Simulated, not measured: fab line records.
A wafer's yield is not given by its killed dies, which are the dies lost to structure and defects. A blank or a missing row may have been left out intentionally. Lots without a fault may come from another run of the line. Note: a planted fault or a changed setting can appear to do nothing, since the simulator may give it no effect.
fab line records	flow sfqLine
[record] lots = 7	wafers = 21	lastDay = 82
route steps=325 shown L0V@17 M0@28 I0@43 M1@58 M8@325
lots that met no fault: taken from a fault-free run of the same line
startH: the number of hours between the record's first day and the start of the first shown wafer of the lot	waitH: hours elapsed since this lot's preceding step	" unchanged from the row above	L1.1+2: one row covering several wafers at once	- either no value or no given start	* or withheld: withheld	< > ~ a bound
route shown NAME@n: NAME is a module with steps in the file, n the number in the route of the first one	usual: mean and standard deviation over wafers with no fault	same: alike in all rows	chamber/n: place in a boat	sites: per-site readings	_std_site: the values' standard deviation	_edge_site: the outer-site mean with the inner-site mean subtracted	radiusMm: how far each site lies from the wafer's centre	mask NAME#n: copy n	behind: tool/chamber where the wafer was last shaped	hold: why the lot was held/for how many hours/how that ended	device: the n, p or np transistor that did not switch	end of line: the tests these same wafers got at the end of their route	where a step has no rows: the recipe by itself	killed: not the wafer's yield, but the dies lost to structure and defects at the first sort	map: the dies of a wafer, with x for killed, . for not killed, _ for no die there
set.NAME: the setting as run; set.NAME@STEP: as run at that earlier step	model.NAME: the simulator's own value behind a step, which no gauge read
lots at selected steps of the route; one table per step, one row per wafer
services: from which hour (startH, from the record's first day; less than 0 if before it) a tool's chamber was out of use, for how many hours, and why
[[steps]]
[step SFQ_TRILAYER_L0_VIA_LITHO_COAT_018]
[recipe] resist = BARC	spinRpm = 3000	resistThkNm = 62
[step SFQ_TRILAYER_L0_VIA_LITHO_COAT_013]
[recipe] resist = KrF	spinRpm = 3000	resistThkNm = 650
[step SFQ_TRILAYER_L0_VIA_LITHO_SOFTBAKE_017]
[recipe] tempC = withheld	timeS = withheld	resist = KrF
[step SFQ_TRILAYER_L0_VIA_LITHO_EXPOSE_014]
[recipe] maskId = L0V	na = 0.6	sourceShape = conventional	sigmaOuter = 0.65	targetCdNm = 700	doseMj = 21.3
[step SFQ_TRILAYER_L0_VIA_LITHO_PEB_016]
[recipe] pebTempC = 115	pebTimeS = 60	resist = KrF
[step SFQ_TRILAYER_L0_VIA_LITHO_DEVELOP_015]
[recipe] timeS = 60	resist = KrF
[step SFQ_L0V_OVL_MEAS_903]
[usual] L0V_OVL = -3/5.3
lot.wafer	tool	chamber	startH	waitH	L0V_OVL[nm]
L396.3	overlay-02	-	114.33	0.1	-11
L396.4	"	-	"	"	-16
L396.5	"	-	"	"	-3
L399.1	overlay-02	-	133.52	0.1	3
L399.4	"	-	"	"	-3
L399.5	"	-	"	"	0
L402.2	overlay-02	-	152.25	0.1	2
L402.4	"	-	"	"	-4
L402.5	"	-	"	"	-2
L403.1	overlay-01	-	199.62	0.1	-7
L403.3	"	-	"	"	-5
L403.4	"	-	"	"	-5
L412.2	overlay-02	-	245.98	0.1	-6
L412.4	"	-	"	"	-11
L412.6	"	-	"	"	-7
L414.1	overlay-02	-	261.57	0.1	-5
L414.3	"	-	"	"	1
L414.5	"	-	"	"	-7
L415.1	overlay-02	-	268.77	0.1	-4
L415.5	"	-	"	"	-6
L415.6	"	-	"	"	0
[step SFQ_TRILAYER_L0_VIA_BARC_OPEN_VIA_ETCH_021]
[recipe] maskMaterial = PR	chemistry = O2	targetDepthNm = 125	target = BARC	sourceW = 500	biasW = 80	pressureMtorr = 30	timeS = 41.7
[usual] biasW = 79.94/0.24	drypumpMotorCurrentA = 5.7/0.57	oesProductAu = 0.685/0.005
[same] timeS = 41.7
lot.wafer	tool	chamber	startH	waitH	biasW	drypumpMotorCurrentA	oesProductAu	rfHoursCounterH
L396.3	rieDiel-03	0	114.36	0.0	79.91	5.1	0.690	6
L396.4	"	1	"	"	79.77	6.5	0.688	70
L396.5	"	0	"	"	80.19	5.1	0.685	-
L399.1	rieDiel-03	3	133.56	0.0	80.03	5.3	0.688	135
L399.4	"	1	"	"	80.17	6.5	0.695	-
L399.5	"	3	"	"	79.74	5.2	0.678	-
L402.2	rieDiel-03	2	152.28	0.0	80.20	6.5	0.692	1
L402.4	"	0	"	"	79.75	5.1	0.683	7
L402.5	"	3	"	"	80.12	5.2	0.688	-
L403.1	rieDiel-04	2	199.66	0.0	79.85	5.7	0.691	113
L403.3	"	3	"	"	79.59	6.2	0.688	69
L403.4	"	1	"	"	79.97	6.2	0.685	7
L412.2	rieDiel-04	0	246.01	0.0	80.21	5.5	0.682	88
L412.4	"	3	"	"	79.63	6.3	0.681	70
L412.6	"	0	"	"	79.85	5.5	0.681	-
L414.1	rieDiel-03	0	261.61	0.0	79.48	5.1	0.675	8
L414.3	"	1	"	"	79.79	6.5	0.689	73
L414.5	"	3	"	"	79.76	5.2	0.680	-
L415.1	rieDiel-04	2	268.81	0.0	79.76	5.7	0.682	115
L415.5	"	2	"	"	80.20	5.6	0.681	-
L415.6	"	1	"	"	80.17	6.2	0.689	-
[step SFQ_TRILAYER_L0_VIA_ETCH_VIA_ETCH_016]
[recipe] target = SiO2	stopOn = MoNx_KI	maskMaterial = PR	chemistry = CHF3	targetDepthNm = 80	sourceW = 500	biasW = 80	pressureMtorr = 30	timeS = withheld
[step SFQ_TRILAYER_L0_VIA_STRIP_STRIP_017]
[recipe] gas = O2	powerW = 200	platenTempC = 40	overashFraction = 0.65	chemistry = O2	pressureMtorr = 50
[usual] drypumpMotorCurrentA = 5.4/0.47	oesProductAu = 0.999/0.0071
lot.wafer	tool	chamber	startH	waitH	drypumpMotorCurrentA	oesProductAu	rfHoursCounterH
L396.3	rieMetal-01	1	114.64	-	5.5	0.991	-
L396.4	"	0	"	"	6.1	0.998	-
L396.5	"	0	"	"	6.1	1.003	-
L399.1	rieMetal-01	0	133.64	-	6.1	1.008	11
L399.4	"	0	"	"	6.1	1.004	-
L399.5	"	1	"	"	5.5	1.001	-
L402.2	rieMetal-04	1	152.37	-	5.0	1.007	120
L402.4	"	1	"	"	5.0	0.997	-
L402.5	"	0	"	"	5.3	1.005	-
L403.1	rieMetal-03	0	199.74	-	6.1	0.987	154
L403.3	"	0	"	"	6.0	0.990	-
L403.4	"	0	"	"	6.1	0.997	-
L412.2	rieMetal-03	1	246.29	-	4.9	1.001	-
L412.4	"	1	"	"	5.0	1.002	-
L412.6	"	1	"	"	5.0	1.001	-
L414.1	rieMetal-03	1	261.69	-	4.9	0.997	10
L414.3	"	1	"	"	5.0	1.005	-
L414.5	"	1	"	"	5.0	0.997	-
L415.1	rieMetal-03	0	268.89	-	6.0	1.000	165
L415.5	"	0	"	"	6.0	1.005	-
L415.6	"	1	"	"	4.9	1.001	-
[step SFQ_TRILAYER_L0_VIA_STRIP_SOLV_CLEAN_018]
[recipe] chemistry = NMP	tempC = 70	timeS = 600
[step SFQ_TRILAYER_M0_DEP_PRE_CLEAN_020]
[recipe] gas = Ar	timeS = 15	biasV = 250
[step SFQ_TRILAYER_M0_DEP_SPUTTER_019]
[recipe] material = Nb	basePressurePa = 1.33e-06	chamberPressurePa = 0.1333	substrateTempC = 20	resputterCathodeVoltageV = 400	targetThkNm = 200	powerW = 2000	timeS = 133.3
[usual] throttleValvePct = 30.4/1
lot.wafer	tool	chamber	startH	waitH	throttleValvePct	model.Nb_of_TRILAYER_M0_DEP_SPUTTER_019.thkNm
L396.3	pvdSputter-04	-	115.24	0.0	30.7	198.5
L396.4	"	-	"	"	29.2	197.5
L396.5	"	-	"	"	30.8	197.6
L399.1	pvdSputter-04	-	134.44	0.0	31.1	201.7
L399.4	"	-	"	"	29.1	201.7
L399.5	"	-	"	"	31.0	201.5
L402.2	pvdSputter-04	-	153.19	0.0	30.8	197.5
L402.4	"	-	"	"	30.5	198.1
L402.5	"	-	"	"	30.9	198.6
L403.1	pvdSputter-03	-	201.16	0.0	29.2	204.4
L403.3	"	-	"	"	32.4	202.5
L403.4	"	-	"	"	31.0	203.6
L412.2	pvdSputter-03	-	247.49	0.0	29.9	184.8
L412.4	"	-	"	"	32.2	184.1
L412.6	"	-	"	"	29.6	185
L414.1	pvdSputter-03	-	263.09	0.0	29.9	180.2
L414.3	"	-	"	"	31.1	181.9
L414.5	"	-	"	"	29.9	182.3
L415.1	pvdSputter-03	-	269.69	0.0	30.0	185.8
L415.5	"	-	"	"	29.8	186.2
L415.6	"	-	"	"	32.1	184.1
[step SFQ_M0_RS_MEAS_904]
[recipe] thkMeasGauge = four-point-probe	reads = Nb_of_TRILAYER_M0_DEP_SPUTTER_019
[usual] M0_NB_RS = 0.888/0.0095
lot.wafer	tool	chamber	startH	waitH	M0_NB_RS[ohm/sq]
L396.3	filmMetro-03	-	115.37	0.1	0.897
L396.4	"	-	"	"	0.902
L396.5	"	-	"	"	0.902
L399.1	filmMetro-02	-	134.53	0.0	0.882
L399.4	"	-	"	"	0.883
L399.5	"	-	"	"	0.881
L402.2	filmMetro-02	-	153.30	0.1	0.901
L402.4	"	-	"	"	0.899
L402.5	"	-	"	"	0.896
L403.1	filmMetro-03	-	201.25	0.0	0.872
L403.3	"	-	"	"	0.879
L403.4	"	-	"	"	0.874
L412.2	filmMetro-03	-	247.60	0.1	0.965
L412.4	"	-	"	"	0.969
L412.6	"	-	"	"	0.964
L414.1	filmMetro-04	-	263.18	0.0	0.987
L414.3	"	-	"	"	0.980
L414.5	"	-	"	"	0.977
L415.1	filmMetro-04	-	269.78	0.0	0.956
L415.5	"	-	"	"	0.956
L415.6	"	-	"	"	0.967
[step SFQ_TRILAYER_M0_LITHO_COAT_026]
[recipe] resist = BARC	spinRpm = 3000	resistThkNm = 62
[step SFQ_TRILAYER_M0_LITHO_COAT_021]
[recipe] resist = KrF	spinRpm = 3000	resistThkNm = 600
[step SFQ_TRILAYER_M0_LITHO_SOFTBAKE_025]
[recipe] tempC = withheld	timeS = withheld	resist = KrF
[step SFQ_TRILAYER_M0_LITHO_EXPOSE_022]
[recipe] maskId = M0	na = 0.6	sourceShape = conventional	sigmaOuter = 0.65	targetCdNm = 500	doseMj = 14.4
[step SFQ_TRILAYER_M0_LITHO_PEB_024]
[recipe] pebTempC = 115	pebTimeS = 60	resist = KrF
[step SFQ_TRILAYER_M0_LITHO_DEVELOP_023]
[recipe] timeS = 60	resist = KrF
[step SFQ_M0_OVL_MEAS_906]
[usual] M0_OVL = 2/5
lot.wafer	tool	chamber	startH	waitH	M0_OVL[nm]
L396.3	overlay-01	-	136.01	0.1	-6
L396.4	"	-	"	"	-3
L396.5	"	-	"	"	-9
L399.1	overlay-02	-	157.69	0.1	-7
L399.4	"	-	"	"	-7
L399.5	"	-	"	"	-5
L402.2	overlay-01	-	174.50	0.1	-3
L402.4	"	-	"	"	3
L402.5	"	-	"	"	-5
L403.1	overlay-01	-	217.92	0.1	1
L403.3	"	-	"	"	4
L403.4	"	-	"	"	-3
L412.2	overlay-02	-	283.48	0.1	1
L412.4	"	-	"	"	4
L412.6	"	-	"	"	0
L414.1	overlay-02	-	297.87	0.1	4
L414.3	"	-	"	"	-1
L414.5	"	-	"	"	0
L415.1	overlay-02	-	302.78	0.1	6
L415.5	"	-	"	"	3
L415.6	"	-	"	"	9
[step SFQ_TRILAYER_M0_BARC_OPEN_METAL_ETCH_031]
[recipe] maskMaterial = PR	chemistry = O2	targetDepthNm = 125	target = BARC	icpW = 600	biasW = 80	pressureMtorr = 10	timeS = 41.7
[step SFQ_TRILAYER_M0_ETCH_METAL_ETCH_024]
[recipe] target = Nb	stopOn = SiO2	maskMaterial = PR	chemistry = Cl2/Ar	targetDepthNm = 240	icpW = 600	biasW = 80	pressureMtorr = 10	timeS = 120
[usual] biasW = 79.96/0.24	drypumpMotorCurrentA = 5.4/0.53	oesProductAu = 0.896/0.0071
[same] timeS = 120
lot.wafer	tool	chamber	startH	waitH	biasW	drypumpMotorCurrentA	oesProductAu	rfHoursCounterH
L396.3	rieMetal-03	1	136.13	0.1	80.16	5.0	0.896	-
L396.4	"	0	"	"	80.27	6.0	0.890	-
L396.5	"	1	"	"	80.41	5.0	0.888	-
L399.1	rieMetal-03	1	157.79	0.0	79.76	5.0	0.901	188
L399.4	"	0	"	"	80.03	6.1	0.893	-
L399.5	"	1	"	"	80.40	5.0	0.892	-
L402.2	rieMetal-03	0	174.59	0.0	80.12	6.1	0.892	151
L402.4	"	0	"	"	80.27	6.1	0.890	-
L402.5	"	0	"	"	80.27	6.0	0.886	-
L403.1	rieMetal-04	0	218.01	0.0	79.67	5.2	0.903	35
L403.3	"	1	"	"	79.86	5.0	0.903	-
L403.4	"	0	"	"	79.92	5.3	0.905	-
L412.2	rieMetal-03	0	283.56	0.0	80.19	6.0	0.853	168
L412.4	"	0	"	"	80.53	6.1	0.854	-
L412.6	"	1	"	"	80.30	4.9	0.850	-
L414.1	rieMetal-04	1	297.96	0.0	79.75	5.0	0.837	142
L414.3	"	1	"	"	79.66	5.0	0.844	-
L414.5	"	0	"	"	79.71	5.2	0.854	-
L415.1	rieMetal-03	1	302.88	0.0	80.07	5.0	0.860	16
L415.5	"	1	"	"	79.97	5.0	0.849	-
L415.6	"	0	"	"	79.50	6.0	0.850	-
[step SFQ_TRILAYER_M0_STRIP_STRIP_025]
[recipe] gas = O2	powerW = 200	platenTempC = 40	overashFraction = 0.65	chemistry = O2	pressureMtorr = 50
[step SFQ_TRILAYER_M0_STRIP_SOLV_CLEAN_026]
[recipe] chemistry = NMP	tempC = 70	timeS = 600
[step SFQ_TRILAYER_I0_DEP_PECVD_027]
[recipe] material = SiO2	tempC = 150	timeS = 111.11	pressureTorr = 2.4	rfW = 183.3	precursor = SiH4/N2O	targetThkNm = 500
[step SFQ_TRILAYER_I0_CMP_CMP_028]
[recipe] material = SiO2	downForcePsi = 3	platenRpm = 60	padVelocityMS = 0.94248
[usual] motorCurrentA = 10.7/0.96	timeToEndpointS = 214/6.7
lot.wafer	tool	chamber	startH	waitH	motorCurrentA	timeToEndpointS
L396.3	cmp-01	1	137.07	0.0	12.3	211
L396.4	"	0	138.57	1.5	11.8	215
L396.5	"	1	"	"	11.8	210
L399.4	cmp-01	2	159.27	0.5	9.9	217
L399.1	"	0	160.27	1.5	10.9	219
L399.5	"	2	161.27	2.5	9.9	222
L402.2	cmp-01	3	176.08	0.5	11.0	201
L402.4	"	1	177.08	1.5	12.1	214
L402.5	"	3	178.08	2.5	11.0	207
L403.1	cmp-01	0	223.54	4.6	11.3	214
L403.4	"	2	224.54	5.5	10.0	221
L403.3	"	3	"	"	11.0	221
L412.4	cmp-02	3	290.35	5.8	9.5	206
L412.2	"	0	"	"	9.9	201
L412.6	"	2	291.85	7.3	9.0	204
L414.1	cmp-02	2	307.32	8.4	9.6	205
L414.3	"	0	308.32	9.4	9.6	211
L414.5	"	1	"	"	11.0	214
L415.1	cmp-01	0	314.35	10.5	10.5	203
L415.5	"	1	"	"	11.6	207
L415.6	"	2	"	"	9.6	205
[step SFQ_I0_BOW_MEAS_907]
[recipe] mode = bow
[usual] I0_BOW = 1/7.4
lot.wafer	tool	chamber	startH	waitH	I0_BOW[um]
L396.3	filmMetro-02	-	140.11	2.5	-12
L396.4	"	-	"	"	-3
L396.5	"	-	"	"	5
L399.1	filmMetro-02	-	161.77	1.0	-4
L399.4	"	-	"	"	-6
L399.5	"	-	"	"	2
L402.2	filmMetro-01	-	178.60	2.0	-11
L402.4	"	-	"	"	-7
L402.5	"	-	"	"	4
L403.1	filmMetro-01	-	226.54	2.5	-11
L403.3	"	-	"	"	4
L403.4	"	-	"	"	4
L412.2	filmMetro-01	-	292.87	1.5	-4
L412.4	"	-	"	"	2
L412.6	"	-	"	"	10
L414.1	filmMetro-02	-	309.82	2.0	13
L414.3	"	-	"	"	-12
L414.5	"	-	"	"	0
L415.1	filmMetro-01	-	315.85	1.0	-5
L415.5	"	-	"	"	7
L415.6	"	-	"	"	7
[step SFQ_TRILAYER_I0_METRO_MEASURE_029]
[step SFQ_TRILAYER_I0_VIA_LITHO_COAT_036]
[recipe] resist = BARC	spinRpm = 3000	resistThkNm = 62
[step SFQ_TRILAYER_I0_VIA_LITHO_COAT_031]
[recipe] resist = KrF	spinRpm = 3000	resistThkNm = 650
[step SFQ_TRILAYER_I0_VIA_LITHO_SOFTBAKE_035]
[recipe] tempC = withheld	timeS = withheld	resist = KrF
[step SFQ_TRILAYER_I0_VIA_LITHO_EXPOSE_032]
[recipe] maskId = I0	na = 0.6	sourceShape = conventional	sigmaOuter = 0.65	targetCdNm = 500	doseMj = 21.3
[step SFQ_TRILAYER_I0_VIA_LITHO_PEB_034]
[recipe] pebTempC = 115	pebTimeS = 60	resist = KrF
[step SFQ_TRILAYER_I0_VIA_LITHO_DEVELOP_033]
[recipe] timeS = 60	resist = KrF
[step SFQ_I0_OVL_MEAS_908]
[usual] I0_OVL = 3/4.8
lot.wafer	tool	chamber	startH	waitH	I0_OVL[nm]
L396.3	overlay-02	-	259.18	0.1	3
L396.4	"	-	"	"	9
L396.5	"	-	"	"	8
L399.1	overlay-01	-	277.17	0.1	0
L399.4	"	-	"	"	1
L399.5	"	-	"	"	-6
L402.2	overlay-01	-	294.75	0.1	2
L402.4	"	-	"	"	4
L402.5	"	-	"	"	-2
L403.1	overlay-02	-	331.94	0.1	11
L403.3	"	-	"	"	4
L403.4	"	-	"	"	2
L412.2	overlay-01	-	430.58	0.1	-3
L412.4	"	-	"	"	4
L412.6	"	-	"	"	1
L414.1	overlay-02	-	446.17	0.1	5
L414.3	"	-	"	"	9
L414.5	"	-	"	"	4
L415.1	overlay-01	-	454.57	0.1	2
L415.5	"	-	"	"	6
L415.6	"	-	"	"	-1
[step SFQ_TRILAYER_I0_VIA_BARC_OPEN_VIA_ETCH_046]
[recipe] maskMaterial = PR	chemistry = O2	targetDepthNm = 125	target = BARC	sourceW = 500	biasW = 80	pressureMtorr = 30	timeS = 41.7
[usual] biasW = 80.03/0.25	drypumpMotorCurrentA = 5.7/0.57	oesProductAu = 0.685/0.0042
[same] timeS = 41.7
lot.wafer	tool	chamber	startH	waitH	biasW	drypumpMotorCurrentA	oesProductAu	rfHoursCounterH
L396.3	rieDiel-04	1	259.21	0.0	80.51	6.3	0.679	9
L396.4	"	0	"	"	79.90	5.5	0.689	88
L396.5	"	0	"	"	79.82	5.5	0.684	-
L399.1	rieDiel-01	3	277.21	0.0	80.21	6.5	0.684	45
L399.4	"	2	"	"	80.05	5.6	0.687	-
L399.5	"	1	"	"	79.76	4.7	0.684	-
L402.2	rieDiel-01	3	294.78	0.0	80.23	6.5	0.689	45
L402.4	"	3	"	"	79.55	6.4	0.690	-
L402.5	"	0	"	"	80.02	5.7	0.683	-
L403.1	rieDiel-02	0	331.98	0.0	80.01	6.4	0.696	108
L403.3	"	2	"	"	79.89	5.6	0.683	3
L403.4	"	3	"	"	79.95	5.8	0.683	1
L412.2	rieDiel-02	1	430.61	0.0	79.84	4.8	0.687	98
L412.4	"	2	"	"	79.88	5.6	0.689	5
L412.6	"	1	"	"	79.82	4.8	0.687	-
L414.1	rieDiel-02	1	446.20	0.0	80.01	4.8	0.684	98
L414.3	"	3	"	"	79.77	5.8	0.684	3
L414.5	"	1	"	"	80.26	4.8	0.690	-
L415.1	rieDiel-04	1	454.60	0.0	80.20	6.3	0.683	13
L415.5	"	0	"	"	80.19	5.5	0.686	-
L415.6	"	3	"	"	80.28	6.2	0.679	-
[step SFQ_TRILAYER_I0_VIA_ETCH_VIA_ETCH_034]
[recipe] target = SiO2	stopOn = Nb	maskMaterial = PR	taperDeg = 20	chemistry = CHF3	targetDepthNm = 260	sourceW = 500	biasW = 80	pressureMtorr = 30	timeS = withheld
[usual] biasW = 80.02/0.24	drypumpMotorCurrentA = 5.7/0.57	oesProductAu = 0.854/0.0054
lot.wafer	tool	chamber	startH	waitH	biasW	drypumpMotorCurrentA	oesProductAu
L396.3	rieDiel-04	1	259.25	0.0	80.24	6.3	0.854
L396.4	"	0	"	"	80.48	5.5	0.848
L396.5	"	0	"	"	80.26	5.6	0.857
L399.1	rieDiel-01	3	277.25	0.0	80.21	6.4	0.850
L399.4	"	2	"	"	79.84	5.6	0.860
L399.5	"	1	"	"	80.10	4.7	0.847
L402.2	rieDiel-01	3	294.82	0.0	80.29	6.5	0.853
L402.4	"	3	"	"	80.14	6.5	0.851
L402.5	"	0	"	"	79.96	5.7	0.850
L403.1	rieDiel-02	0	332.02	0.0	80.16	6.4	0.859
L403.3	"	2	"	"	79.83	5.6	0.855
L403.4	"	3	"	"	79.66	5.8	0.866
L412.2	rieDiel-02	1	430.65	0.0	79.88	4.8	0.853
L412.4	"	2	"	"	80.04	5.6	0.852
L412.6	"	1	"	"	80.18	4.8	0.846
L414.1	rieDiel-02	1	446.24	0.0	79.66	4.8	0.855
L414.3	"	3	"	"	80.13	5.8	0.853
L414.5	"	1	"	"	79.83	4.8	0.844
L415.1	rieDiel-04	1	454.64	0.0	80.13	6.2	0.853
L415.5	"	0	"	"	79.93	5.5	0.857
L415.6	"	3	"	"	79.82	6.2	0.845
[step SFQ_TRILAYER_I0_VIA_STRIP_STRIP_035]
[recipe] gas = O2	powerW = 200	platenTempC = 40	overashFraction = 0.65	chemistry = O2	pressureMtorr = 50
[step SFQ_TRILAYER_I0_VIA_STRIP_SOLV_CLEAN_036]
[recipe] chemistry = NMP	tempC = 70	timeS = 600
[step SFQ_TRILAYER_M1_DEP_PRE_CLEAN_038]
[recipe] gas = Ar	timeS = 22.5	biasV = 250
[step SFQ_M8_BOW_MEAS_951]
[recipe] mode = bow
[usual] M8_BOW = 8/11
lot.wafer	tool	chamber	startH	waitH	M8_BOW[um]	model.etest.m0.ohmUm	model.etest.m0.ohmSq	model.etest.i0.linkOhm
L396.3	filmMetro-01	-	1802.91	0.0	-1	1.792	0.897	1.968
L396.4	"	-	"	"	7	1.795	0.9016	1.99
L396.5	"	-	"	"	17	1.799	0.9011	1.993
L399.1	filmMetro-02	-	1823.17	0.0	-14	1.763	0.8828	1.959
L399.4	"	-	"	"	-17	1.769	0.8825	1.95
L399.5	"	-	"	"	-9	1.766	0.8833	1.961
L402.2	filmMetro-02	-	1876.01	0.0	6	1.808	0.9013	1.966
L402.4	"	-	"	"	10	1.802	0.8986	1.966
L402.5	"	-	"	"	21	1.8	0.8966	1.96
L403.1	filmMetro-04	-	1878.39	0.0	-4	1.726	0.8708	1.934
L403.3	"	-	"	"	13	1.75	0.879	1.934
L403.4	"	-	"	"	12	1.737	0.8746	1.938
L412.2	filmMetro-02	-	1954.97	0.0	-3	1.929	0.9632	2.042
L412.4	"	-	"	"	3	1.931	0.9669	2.031
L412.6	"	-	"	"	11	1.928	0.9622	2.03
L414.1	filmMetro-04	-	1958.55	0.0	24	1.972	0.9882	2.058
L414.3	"	-	"	"	-2	1.953	0.9787	2.053
L414.5	"	-	"	"	10	1.944	0.9764	2.046
L415.1	filmMetro-01	-	1962.40	0.0	-8	1.924	0.9582	2.034
L415.5	"	-	"	"	5	1.911	0.9563	2.038
L415.6	"	-	"	"	5	1.934	0.9668	2.044
[[services]]
tool	chamber	startH	hours	kind
rieDiel-04	1	97.18	1.9	repair
rieMetal-03	1	98.22	2.1	repair
rieMetal-03	-	116.44	2.8	pm
rieMetal-03	1	165.27	4.8	repair
rieDiel-02	-	166.59	0.8	repair
rieDiel-02	1	201.96	6.2	repair
cmp-01	-	212.51	0.6	repair
rieDiel-02	0	219.41	14.0	repair
rieMetal-03	0	238.20	26.6	repair
cmp-01	-	244.54	4.2	pm
rieDiel-02	-	245.14	1.8	repair
rieMetal-03	-	262.89	1.4	pm
cmp-01	-	295.24	0.4	repair
rieMetal-03	1	297.10	3.9	repair
rieDiel-04	2	298.38	15.2	repair
rieDiel-02	1	309.45	7.7	repair
cmp-01	-	320.26	0.6	repair
rieDiel-02	3	324.37	6.3	repair
rieDiel-02	-	353.20	1.9	repair
rieDiel-04	2	358.93	8.1	repair
cmp-01	-	408.79	4.0	pm
rieDiel-02	0	416.20	3.7	repair
rieDiel-02	3	423.94	5.3	repair
cmp-01	-	449.56	0.3	repair
[[key]]
[firstSign] step = SFQ_M0_RS_MEAS_904	reading = M0_NB_RS	direction = up	sigmas = 8.5	usual = 0.888	struck = 0.969
[effect] step = SFQ_TRILAYER_M0_ETCH_METAL_ETCH_024	reading = oesProductAu	direction = down	sigmas = 6.4	usual = 0.896	struck = 0.850
[modelEffect] step = SFQ_TRILAYER_M0_DEP_SPUTTER_019	value = Nb_of_TRILAYER_M0_DEP_SPUTTER_019.thkNm	without = 201.6	struck = 183.8
[modelEffect] step = SFQ_M8_BOW_MEAS_951	value = etest.m0.ohmUm	without = 1.766	struck = 1.936
metAt SFQ_TRILAYER_M0_DEP_SPUTTER_019
struckWafers L412.2,L412.4,L412.6,L414.1,L414.3,L414.5,L415.1,L415.5,L415.6
onsetBetween 201.16 247.49
alsoFits time
[fault] kind = processParameterDrift	tool = pvdSputter-03	chamber = -	onsetH = 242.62	steps = SFQ_TRILAYER_M0_DEP_SPUTTER_019	channel = targetThkNm	offset = -17.77	shape = step	endH = 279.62	actsIn = theseRecipesOnly	stated = 200
